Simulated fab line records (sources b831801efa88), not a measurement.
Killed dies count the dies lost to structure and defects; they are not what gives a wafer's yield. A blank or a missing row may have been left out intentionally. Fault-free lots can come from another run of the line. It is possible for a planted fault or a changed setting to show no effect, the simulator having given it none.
Struck lot and sound lot, side by side ; flow gf180mcu ; 16 steps out of a route of 602
Sound: the wafers L167.1, L167.4, L167.6. Struck: wafer L181.4; the same lot's L181.6 was not struck, so it is left out; see the end for the cause.
Order at every step that has rows: each side's tool, ch and its chambers, its first start. Under that, the readings that differ: sound wafers ; struck wafers ; difference of the means ; sigmas: that difference in standard deviations of wafers without a fault.
alike: words and numbers the same on both sides, and readings whose means are apart by under 2 such deviations; not compared: readings that were withheld, readings missing a value for some wafer, numbers with overlapping values and no deviation given by the record, and bounds like >300 which may hide the same value.
The two part at a step that has a row with sigmas, a row that says differs or no value, or rows on one side only. Numbers that have no deviation but don't overlap get no sigmas and don't part them. A reading missing from all wafers of one side parts the sides only when that side holds two or more wafers.

GF_STI_THK_MEAS_02:
  struck on film-metro-02, day 4 19:33; sound on film-metro-04, day 1 21:45
  alike: STI_OXIDATION_THK
then, 1 step without rows for these wafers: GF_STI_CVD_03 (deposits Si3N4 from DCS/NH3, target thk 207.16 nm, time 3551 s).
GF_STI_THK_MEAS_04:
  struck on film-metro-01, day 4 21:37; sound on film-metro-01, day 1 23:47
  alike: STI_CVD_03_THK
then, 7 steps without rows for these wafers: GF_STI_DEHYDRATE_05 (time 60 s); GF_STI_HMDS_06 (prime time 60 s); GF_STI_COAT_07 (resist thk 700 nm); GF_STI_SOFTBAKE_08 (time 60 s); GF_STI_EXPOSE_09 (exposes mask COMP, target cd 220 nm); GF_STI_PEB_10 (peb time 90 s); GF_STI_DEVELOP_11 (develop time 60 s).
GF_STI_CD_MEAS_12 targets a cd of 220 nm.
  struck on cd-sem-02, day 5 12:01; sound on cd-sem-01, day 2 12:19
  alike: cd-nm
GF_STI_ETCH_13: etches the open film in CHF3/O2, stops on Si, target depth 282.31 nm, time 112.9 s.
  sound on rie-diel-02 ch 2,3, day 2 12:26; struck on rie-diel-01 ch 3, day 5 12:05
  alike: drypump-motor-current-A, oes-product-au, run-length-s, throttle-valve-pct
  not compared: rf-hours-counter-h
GF_STI_ETCH_14: etches Si in HBr/Cl2/O2, target depth 360 nm, time 102.9 s.
  sound on rie-si-02 ch 0,1, day 2 12:31; struck on rie-si-01 ch 2, day 5 12:10
reading;sound;struck;difference;sigmas
oes-product-au (a.u.);1.005 1.000 1.001;0.988;-0.014;-2
run-length-s (s);132.2 132.0 131.3;89.1;-42.7;-89
model.STI.feature-depth-nm (nm);358.6 361.2 359.8;205.9;-154.0;
model.etch.depth-nm (nm);358.6 361.2 359.8;205.9;-154.0;
model.KrF_of_STI_COAT_07.thk-nm (nm);324.4 326.2 327.3;371.3;+45.3;
  alike: drypump-motor-current-A, throttle-valve-pct
  not compared: rf-hours-counter-h
GF_STI_STRIP_15: strips in O2/N2.
  sound on plasma-asher-04 ch 0,1, day 2 12:35; struck on plasma-asher-01 ch 1, day 5 12:16
reading;sound;struck;difference;sigmas
oes-product-au (a.u.);0.385 0.373 0.379;0.405;+0.026;+5
strip-time-to-endpoint-s (s);3.78 3.78 3.81;4.27;+0.48;+13
  alike: drypump-motor-current-A, heater-power-w
  not compared: rf-hours-counter-h
then, 1 step without rows for these wafers: GF_STI_CLEAN_16 (cleans in dHF, time 25 s).
-- the record jumps here: 28 days lie between the struck wafers' starts before and after (it left off in module STI and takes up again in module PASSIVATION, whose first step shown is number 602 of the route) --
GF_PASSIVATION_PROBE_99:
  struck on prober-02, day 33 14:03; sound on prober-02, day 29 17:58
reading;sound;struck;difference;sigmas
model.etest.pwell-in-dnwell.line-ohm-um;3686 3673 3764;2959;-749;
model.etest.ldpmos_10p0.r-on-ohm-um;1.076e+04 1.092e+04 1.079e+04;1.023e+04;-5.933e+02;
model.etest.pwell-in-dnwell.rs-ohm-sq;2254 2268 2278;1798;-469;
model.etest.ldnmos_10p0.r-on-ohm-um;3652 3645 3660;3167;-485;
model.etest.p-drift.rs-ohm-sq;2349 2382 2362;1887;-477;
model.etest.n-drift.rs-ohm-sq;1244 1252 1247;836.5;-411.2;
model.etest.nwell.line-ohm-um;1178 1159 1190;899.8;-275.9;
model.etest.nwell.rs-ohm-sq;996.3 984.5 1008;771.1;-225.2;

## WHERE THEY PART
At GF_STI_ETCH_14 first; at GF_STI_STRIP_15 last (within this record only).

WHY: what had been put in by the simulator
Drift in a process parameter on rie-si-01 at GF_STI_ETCH_14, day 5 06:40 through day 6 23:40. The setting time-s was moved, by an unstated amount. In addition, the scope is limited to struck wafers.
